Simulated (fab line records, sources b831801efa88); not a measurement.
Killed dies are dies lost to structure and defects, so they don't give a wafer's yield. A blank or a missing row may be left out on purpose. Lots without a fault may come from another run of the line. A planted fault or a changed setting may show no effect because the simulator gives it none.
fab line records | flow sky130
record lots=13 wafers=39 last_day=50
route steps=708 shown POLY_GATE@230 CAPM@539 VIA3@589 METAL5@662 PAD_OPEN@708
lots that met no fault: from a run of the same line without faults
start_h: hours from the record's first day to the start of the lot's first wafer shown | wait_h: hours since the lot's step before | " the same as in the row above | L1.1+2: a row that stands for several wafers | - no value, or no start given | * or withheld: withheld | < > ~ a bound
route shown NAME@n: a module of which the file shows steps, and the number in the route of the first | usual: mean/standard deviation of fault-free wafers | same: alike in all rows | chamber/n: place in a boat | sites: the reading at each site | _std_site: their standard deviation | _edge_site: outer sites' mean less inner sites' | radius_mm: how far each site lies from the wafer's centre | mask NAME#n: copy n | behind: the tool/chamber that last shaped the wafer | hold: why the lot was held/for how many hours/how that ended | device: the transistor (n, p or np) that didn't switch | end of line: the same wafers' tests at the end of the route | a step without rows: its recipe alone | killed: dies lost to structure and defects at the first sort, not the wafer's yield | map: a wafer's dies, x killed, . not, _ none there
set.NAME: the setting as run; set.NAME@STEP: as run at that earlier step | model.NAME: the simulator's own value behind a step, which no gauge read
steps of the route over a sample of lots; a table a step, a row a wafer
services: from which hour (start_h, from the record's first day; less than 0 if before it) a tool's chamber was out of use, for how many hours, and why
## steps
# step SKY_POLY_GATE_ETCH_16
# recipe stop_on=poly-Si chemistry=CH3F/O2 target=Si3N4 source_w=400 bias_w=80 pressure_mtorr=25 ch3f_flow_sccm=40 O2_flow_sccm=30 time_s=147.5 target_depth_a=750
# usual drypump_motor_current_A=5.7/0.4 oes_product_au=0.641/0.0054 throttle_valve_pct=10.535/0.01
# columns lot.wafer tool chamber start_h wait_h drypump_motor_current_A oes_product_au rf_hours_counter_h throttle_valve_pct
L179.4 rie_diel-02 3 381.57 0.0 5.8 0.633 34 10.547
L179.5 " 0 " " 5.7 0.651 - 10.546
L179.6 " 1 " " 6.1 0.635 - 10.535
L181.3 rie_diel-03 1 394.63 0.0 4.9 0.649 4 10.551
L181.5 " 0 " " 6.5 0.639 - 10.523
L181.6 " 1 " " 4.9 0.640 - 10.552
L182.3 rie_diel-02 0 407.65 0.1 5.8 0.643 - 10.527
L182.4 " 1 " " 6.1 0.654 - 10.513
L182.5 " 0 " " 5.8 0.646 - 10.536
L183.3 rie_diel-03 2 411.96 0.0 5.7 0.641 105 10.541
L183.4 " 3 " " 6.1 0.644 10 10.536
L183.5 " 3 " " 6.1 0.647 - 10.511
L184.1 rie_diel-02 0 415.98 0.0 5.8 0.635 96 10.520
L184.3 " 2 " " 5.9 0.625 15 10.525
L184.5 " 2 " " 5.9 0.648 - 10.553
L189.1 rie_diel-02 3 462.91 0.0 5.9 0.637 36 10.531
L189.5 " 3 " " 5.9 0.637 - 10.537
L189.6 " 1 " " 6.1 0.645 - 10.540
L190.1 rie_diel-02 2 478.63 0.0 5.9 0.639 17 10.534
L190.3 " 3 " " 5.9 0.639 36 10.544
L190.4 " 1 " " 6.1 0.642 8 10.521
L192.1 rie_diel-02 2 496.66 0.0 5.9 0.644 17 10.532
L192.3 " 1 " " 6.1 0.641 8 10.521
L192.4 " 2 " " 5.9 0.641 - 10.541
L194.2 rie_diel-04 0 526.86 0.0 5.3 0.646 7 10.556
L194.3 " 3 " " 5.5 0.635 1 10.533
L194.5 " 1 " " 5.5 0.642 - 10.532
L196.1 rie_diel-04 0 536.42 0.0 5.3 0.642 7 10.552
L196.3 " 1 " " 5.5 0.649 8 10.534
L196.5 " 0 " " 5.3 0.633 - 10.515
L197.1 rie_diel-03 1 542.56 0.0 4.9 0.638 6 10.539
L197.3 " 3 " " 6.1 0.644 13 10.544
L197.5 " 3 " " 6.1 0.644 - 10.538
L199.2 rie_diel-03 1 563.41 0.0 4.9 0.648 7 10.520
L199.4 " 3 " " 6.1 0.642 13 10.536
L199.6 " 2 " " 5.7 0.633 - 10.536
L201.1 rie_diel-02 1 568.81 0.0 6.1 0.646 10 10.548
L201.4 " 2 " " 5.9 0.641 18 10.538
L201.5 " 0 " " 5.7 0.637 - 10.531
# step SKY_CAPM_SPUTTER_02
# recipe material=TiN target_thk_nm=200 temp_c=300 power_w=6500 time_s=166.7 chamber_pressure_pa=0.4
# usual throttle_valve_pct=30.1/1.4
# columns lot.wafer tool chamber start_h wait_h throttle_valve_pct
L179.4 pvd_sputter-01 - 861.95 0.0 28.7
L179.5 " - " " 28.8
L179.6 " - " " 28.3
L181.3 pvd_sputter-04 - 866.52 0.0 32.2
L181.5 " - " " 28.3
L181.6 " - " " 32.0
L182.3 pvd_sputter-02 - 885.45 0.0 30.0
L182.4 " - " " 30.1
L182.5 " - " " 29.6
L183.3 pvd_sputter-02 - 886.63 0.0 29.8
L183.4 " - " " 31.1
L183.5 " - " " 29.9
L184.1 pvd_sputter-01 - 891.45 0.1 29.1
L184.3 " - " " 28.4
L184.5 " - " " 29.2
L189.1 pvd_sputter-02 - 930.64 0.1 29.8
L189.5 " - " " 29.6
L189.6 " - " " 31.0
L190.1 pvd_sputter-01 - 941.53 0.1 28.2
L190.3 " - " " 31.3
L190.4 " - " " 29.3
L192.1 pvd_sputter-02 - 954.13 0.1 30.1
L192.3 " - " " 29.7
L192.4 " - " " 31.0
L194.2 pvd_sputter-04 - 978.17 0.0 32.6
L194.3 " - " " 30.4
L194.5 " - " " 31.9
L196.1 pvd_sputter-01 - 984.14 0.1 29.0
L196.3 " - " " 31.4
L196.5 " - " " 28.4
L197.1 pvd_sputter-04 - 1002.26 0.1 32.2
L197.3 " - " " 28.2
L197.5 " - " " 28.3
L199.2 pvd_sputter-01 - 1006.43 0.0 28.8
L199.4 " - " " 31.5
L199.6 " - " " 29.3
L201.1 pvd_sputter-01 - 1010.57 0.1 29.0
L201.4 " - " " 28.2
L201.5 " - " " 31.3
# step SKY_VIA3_STRIP_16
# recipe chemistry=O2/N2 power_w=1400 pressure_mtorr=1500 platen_temp_c=withheld o2_flow_sccm=3000 n2_flow_sccm=300 overash_fraction=0.5
# usual drypump_motor_current_A=5.7/0.58 oes_product_au=0.402/0.0043 strip_time_to_endpoint_s=4.127/0.024
# columns lot.wafer tool chamber start_h wait_h drypump_motor_current_A oes_product_au rf_hours_counter_h strip_time_to_endpoint_s
L179.4 plasma_asher-03 0 941.45 0.1 6.2 0.404 - 4.135
L179.5 " 0 " " 6.2 0.404 - 4.151
L179.6 " 1 " " 5.3 0.401 - 4.136
L181.3 plasma_asher-03 0 946.45 0.1 6.2 0.400 - 4.084
L181.5 " 0 " " 6.2 0.394 - 4.110
L181.6 " 1 " " 5.3 0.398 - 4.130
L182.3 plasma_asher-04 1 961.98 0.1 5.4 0.408 - 4.146
L182.4 " 0 " " 6.0 0.397 - 4.159
L182.5 " 0 " " 6.0 0.399 - 4.157
L183.3 plasma_asher-03 1 964.36 0.1 5.4 0.404 - 4.086
L183.4 " 0 " " 6.2 0.398 - 4.105
L183.5 " 0 " " 6.2 0.403 - 4.117
L184.1 plasma_asher-01 1 968.60 0.0 4.8 0.398 21 4.150
L184.3 " 1 " " 4.8 0.398 - 4.118
L184.5 " 0 " " 6.3 0.414 - 4.152
L189.1 plasma_asher-01 0 1005.40 0.0 6.3 0.405 25 4.124
L189.5 " 1 " " 4.8 0.404 - 4.132
L189.6 " 0 " " 6.3 0.405 - 4.112
L190.1 plasma_asher-03 1 1015.57 0.0 5.4 0.391 86 4.123
L190.3 " 1 " " 5.3 0.398 - 4.100
L190.4 " 0 " " 6.2 0.400 - 4.126
L192.1 plasma_asher-01 0 1027.40 0.0 6.3 0.404 27 4.145
L192.3 " 0 " " 6.3 0.403 - 4.122
L192.4 " 1 " " 4.8 0.407 - 4.110
L194.2 plasma_asher-04 0 1048.60 0.0 6.0 0.397 62 4.069
L194.3 " 1 " " 5.4 0.396 - 4.120
L194.5 " 0 " " 6.0 0.404 - 4.084
L196.1 plasma_asher-01 1 1055.33 0.0 4.8 0.402 30 4.135
L196.3 " 1 " " 4.8 0.408 - 4.138
L196.5 " 0 " " 6.3 0.402 - 4.105
L197.1 plasma_asher-01 1 1071.47 0.0 4.8 0.403 30 4.122
L197.3 " 1 " " 4.8 0.391 - 4.104
L197.5 " 0 " " 6.3 0.396 - 4.161
L199.2 plasma_asher-03 0 1075.45 0.0 6.2 0.400 92 4.120
L199.4 " 0 " " 6.2 0.400 - 4.120
L199.6 " 0 " " 6.2 0.402 - 4.147
L201.1 plasma_asher-04 1 1079.23 0.0 5.4 0.401 66 4.148
L201.4 " 1 " " 5.4 0.409 - 4.141
L201.5 " 0 " " 6.0 0.397 - 4.143
# step SKY_METAL5_SPUTTER_01
# recipe material=TiN target_thk_nm=20 power_w=6500 time_s=16.7 chamber_pressure_pa=0.4
# usual throttle_valve_pct=30.0/1.6
# columns lot.wafer tool chamber start_h wait_h throttle_valve_pct
L179.4 pvd_sputter-03 - 1017.54 0.0 31.3
L179.5 " - " " 29.7
L179.6 " - " " 31.2
L181.3 pvd_sputter-01 - 1022.73 0.0 28.1
L181.5 " - " " 31.1
L181.6 " - " " 28.3
L182.3 pvd_sputter-03 - 1036.23 0.0 30.9
L182.4 " - " " 28.2
L182.5 " - " " 28.2
L183.3 pvd_sputter-04 - 1038.40 0.0 30.2
L183.4 " - " " 32.3
L183.5 " - " " 28.4
L184.1 pvd_sputter-03 - 1043.89 0.0 32.5
L184.3 " - " " 31.1
L184.5 " - " " 31.0
L189.1 pvd_sputter-04 - 1076.91 0.0 28.3
L189.5 " - " " 30.3
L189.6 " - " " 28.5
L190.1 pvd_sputter-01 - 1084.98 0.0 31.6
L190.3 " - " " 28.4
L190.4 " - " " 28.4
L192.1 pvd_sputter-01 - 1100.03 0.0 29.2
L192.3 " - " " 28.6
L192.4 " - " " 31.1
L194.2 pvd_sputter-03 - 1115.86 0.0 29.4
L194.3 " - " " 32.5
L194.5 " - " " 28.3
L196.1 pvd_sputter-03 - 1123.67 0.0 32.9
L196.3 " - " " 30.9
L196.5 " - " " 29.6
L197.1 pvd_sputter-04 - 1137.62 0.0 28.6
L197.3 " - " " 30.5
L197.5 " - " " 30.3
L199.2 pvd_sputter-01 - 1140.81 0.0 28.4
L199.4 " - " " 29.0
L199.6 " - " " 28.3
L201.1 pvd_sputter-04 - 1141.64 0.0 28.3
L201.4 " - " " 30.4
L201.5 " - " " 28.3
# step SKY_PAD_OPEN_PROBE_99
# usual killed_at_M0_to_M3=44/6.3 killed_at_M4_up=2.8/1.7 killed_at_contacts=25/5.8 killed_at_front_end=14/4.4 killed_at_other=0.3/0.49 killed_dies=86/8.7 killed_open=48/5.8 killed_short=38/6
# same gross_dies=492 killed_at_back_side=0
# columns lot.wafer tool chamber start_h wait_h killed_at_M0_to_M3 killed_at_M4_up killed_at_contacts killed_at_front_end killed_at_other killed_dies killed_open killed_short
L190.1 prober-02 - 1146.76 0.1 38 1 36 58 0 133 47 42
L190.3 prober-02 - 1146.86 0.2 39 2 25 10 0 76 41 35
L190.4 prober-02 - 1146.91 0.2 44 1 20 11 0 76 35 41
L192.1 prober-02 - 1159.03 0.1 39 1 16 59 1 116 40 33
L192.3 prober-02 - 1159.13 0.2 36 3 20 15 0 74 43 31
L192.4 prober-02 - 1159.18 0.2 39 1 26 59 0 125 43 40
# killed by level:class
L190.1 POLY_GATE:unspecified=44 LI_CONTACT:geometric_particle:open=12 CONTACT:geometric_particle:open=11 METAL1:geometric_particle:short=10 CONTACT:geometric_particle:short=8 FIELD_ISO:geometric_particle:open=6 VIA1:geometric_particle:open=6 VIA1:geometric_particle:short=5
L190.3 VIA1:geometric_particle:open=11 CONTACT:geometric_particle:open=8 LI_CONTACT:geometric_particle:open=8 METAL2:geometric_particle:short=7 VIA2:geometric_particle:open=6 FIELD_ISO:geometric_particle:short=5 VIA3:geometric_particle:open=5 LOCAL_INTERCONNECT:geometric_particle:short=4
L190.4 VIA1:geometric_particle:open=9 METAL2:geometric_particle:short=8 CONTACT:geometric_particle:open=7 CONTACT:geometric_particle:short=5 VIA2:geometric_particle:open=5 LI_CONTACT:geometric_particle:open=4 METAL1:geometric_particle:short=4 VIA1:geometric_particle:short=4
L192.1 POLY_GATE:unspecified=43 VIA1:geometric_particle:open=7 CONTACT:geometric_particle:short=5 VIA2:geometric_particle:open=5 FIELD_ISO:geometric_particle:open=4 LI_CONTACT:geometric_particle:open=4 CONTACT:geometric_particle:open=4 METAL1:geometric_particle:short=4
L192.3 LI_CONTACT:geometric_particle:open=8 METAL1:geometric_particle:short=7 CONTACT:geometric_particle:open=7 VIA1:geometric_particle:open=7 FIELD_ISO:geometric_particle:open=6 VIA3:geometric_particle:open=5 FIELD_ISO:geometric_particle:short=4 VIA2:geometric_particle:open=4
L192.4 POLY_GATE:unspecified=42 CONTACT:geometric_particle:open=13 VIA1:geometric_particle:open=11 POLY_GATE:geometric_particle:short=7 METAL1:geometric_particle:short=7 METAL2:geometric_particle:short=6 LI_CONTACT:geometric_particle:open=5 VIA3:geometric_particle:open=4
## services
# columns tool chamber start_h hours kind
rie_diel-02 2 386.86 21.4 repair
rie_diel-02 3 401.52 16.0 repair
rie_diel-02 - 426.89 0.3 repair
rie_diel-02 2 461.35 10.1 repair
rie_diel-02 1 469.76 5.8 repair
rie_diel-02 - 539.40 0.3 repair
pvd_sputter-01 - 540.54 0.6 repair
rie_diel-02 - 553.82 0.2 repair
rie_diel-02 3 562.96 1.9 repair
rie_diel-02 - 613.45 2.5 repair
rie_diel-02 0 616.08 2.1 repair
rie_diel-02 2 644.99 19.2 repair
rie_diel-02 1 735.35 2.2 repair
pvd_sputter-04 - 749.98 5.7 repair
pvd_sputter-01 - 805.42 8.1 repair
pvd_sputter-01 - 806.62 2.3 repair
pvd_sputter-04 - 838.53 7.8 repair
rie_diel-02 - 873.56 0.2 repair
rie_diel-02 0 915.95 1.2 repair
rie_diel-02 3 919.90 4.2 repair
pvd_sputter-01 - 950.32 3.3 repair
rie_diel-02 2 960.48 1.5 repair
pvd_sputter-01 - 1058.65 6.3 repair
pvd_sputter-04 - 1105.32 18.1 repair
## key
first_sign step=SKY_PAD_OPEN_PROBE_99 reading=killed_at_front_end direction=up sigmas=10 usual=14 struck=59
effect step=SKY_PAD_OPEN_PROBE_99 reading=killed_dies direction=up sigmas=4.5 usual=86 struck=125
met_at SKY_POLY_GATE_ETCH_16
struck_lots L190,L192
struck_wafers L190.1,L192.1,L192.4
tester_left_out L190,L192
not_acting_at SKY_CAPM_SPUTTER_02,SKY_VIA3_STRIP_16,SKY_METAL5_SPUTTER_01
onset_between 415.98 478.63
fault kind=chamber_particle_source tool=rie_diel-02 chamber=2 onset_h=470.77 steps=SKY_POLY_GATE_ETCH_16 rate_per_visit_cm2=0.4414 end_h=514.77
# tester_left_out: of these lots the tester's yield and bins aren't shown, on N5 and GAA mostly nor the transistor test; their killed dies are dies lost to structure and defects alone, not to doping, threshold or leakage, so they don't give the yield
